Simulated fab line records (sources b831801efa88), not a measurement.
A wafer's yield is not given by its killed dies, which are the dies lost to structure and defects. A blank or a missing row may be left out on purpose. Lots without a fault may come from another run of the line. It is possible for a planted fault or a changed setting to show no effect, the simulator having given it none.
Which tool was responsible?	flow sky130	route of 708 steps, sampled at 1 step: 11 lots, 33 wafers

== WHAT EACH GAUGE READ, for each wafer ==
SKY_CONTACT_THK_MEAS_03. Usual: CONTACT_HDPCVD_THK 566 nm, standard deviation 7.
lot	measured	on	CONTACT_HDPCVD_THK (nm)	flag
L488	day 30 18:01	film_metro-01	567 563 578	
L489	day 31 10:51	film_metro-01	560 565 575	
L490	day 31 11:43	film_metro-03	567 568 564	
L491	day 32 04:13	film_metro-03	548 551 550	
L492	day 32 17:27	film_metro-03	561 572 561	
L500	day 35 03:43	film_metro-03	558 564 562	
L501	day 35 20:44	film_metro-03	564 575 579	
L503	day 36 04:52	film_metro-02	559 572 563	
L504	day 36 08:44	film_metro-02	572 560 560	
L506	day 37 05:28	film_metro-01	572 568 566	
L509	day 38 04:13	film_metro-02	556 566 559	

== WHAT TOOL EACH LOT RAN ON (gives the tool, then ch and the chambers of the sampled wafers, and finally the start) ==
The record holds no process step before these readings.

== AS READ BY THE TOOLS THEMSELVES (means over the sampled wafers that have a number; for cases with no such wafer, the mark the record gives instead) ==
The record holds no such reading with a usual standard deviation.

== THE ANSWER, worked out from the rows above alone ==
Rule: a lot is off if the mean of its wafers that have a number lies more than 3 standard deviations from the usual mean. A lot without any number at a reading at which 4 lots or more have one is off too. The other lots that the step has rows for count as sound. First the gauges in route order, then the tools' own readings, where a lot's mean is used as printed above. The first step at which some lot is off is used, and at that step the reading that is off furthest; a lot without a number counts as furthest.
No lot is off on any of the readings shown, so nothing can be concluded from this.

== WHAT THE SIMULATOR PUT IN ==
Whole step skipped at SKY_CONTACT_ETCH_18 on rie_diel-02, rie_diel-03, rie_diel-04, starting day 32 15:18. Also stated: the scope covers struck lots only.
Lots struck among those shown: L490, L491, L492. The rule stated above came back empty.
